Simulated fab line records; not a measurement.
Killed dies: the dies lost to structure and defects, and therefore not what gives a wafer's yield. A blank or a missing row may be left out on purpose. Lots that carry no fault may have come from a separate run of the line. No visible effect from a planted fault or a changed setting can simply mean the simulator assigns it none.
Which tool did it? || flow sky130 || 6 lots (18 wafers sampled), 1 step of a 708-step route

WHAT THE GAUGES SHOWED, per wafer
SKY_METAL1_CD_MEAS_15 targets a cd of 140 nm.
{"lot": "L597", "measured": "day 34 05:11", "on": "cdSem-02", "cdNm (nm)": "139.7 139.9 138.4"}
{"lot": "L599", "measured": "day 34 20:34", "on": "cdSem-01", "cdNm (nm)": "141.7 141.8 142.0"}
{"lot": "L601", "measured": "day 35 08:43", "on": "cdSem-01", "cdNm (nm)": "142.1 141.7 141.9"}
{"lot": "L607", "measured": "day 36 21:09", "on": "cdSem-01", "cdNm (nm)": "141.6 141.3 142.6"}
{"lot": "L608", "measured": "day 37 17:50", "on": "cdSem-01", "cdNm (nm)": "140.3 139.9 138.4"}
{"lot": "L613", "measured": "day 38 23:44", "on": "cdSem-01", "cdNm (nm)": "139.1 139.8 139.5"}

WHAT TOOL EACH LOT RAN ON (gives the tool, then ch and the chambers of the sampled wafers, and finally the start)
There is no process step in the record ahead of these readings.

THE ANSWER, worked out from the rows above alone
Rule: the usual values come from the lots themselves. Put in order of their means at a reading, lots are off if they are a third of the lots or fewer, leave a main group of 4 or more, and stand apart from it by a gap of 3 or more times the standard deviation of the main group's means; of several such gaps the widest counts. A main group whose means are all the same, to the digits that the tables above print for the reading, isn't used. A lot without any number at a reading at which 4 lots or more have one is off too. All remaining lots with rows at the step are treated as sound.
No lot is off on any of the readings shown, so nothing can be concluded from this.

WHAT WAS PUT IN BY THE SIMULATOR
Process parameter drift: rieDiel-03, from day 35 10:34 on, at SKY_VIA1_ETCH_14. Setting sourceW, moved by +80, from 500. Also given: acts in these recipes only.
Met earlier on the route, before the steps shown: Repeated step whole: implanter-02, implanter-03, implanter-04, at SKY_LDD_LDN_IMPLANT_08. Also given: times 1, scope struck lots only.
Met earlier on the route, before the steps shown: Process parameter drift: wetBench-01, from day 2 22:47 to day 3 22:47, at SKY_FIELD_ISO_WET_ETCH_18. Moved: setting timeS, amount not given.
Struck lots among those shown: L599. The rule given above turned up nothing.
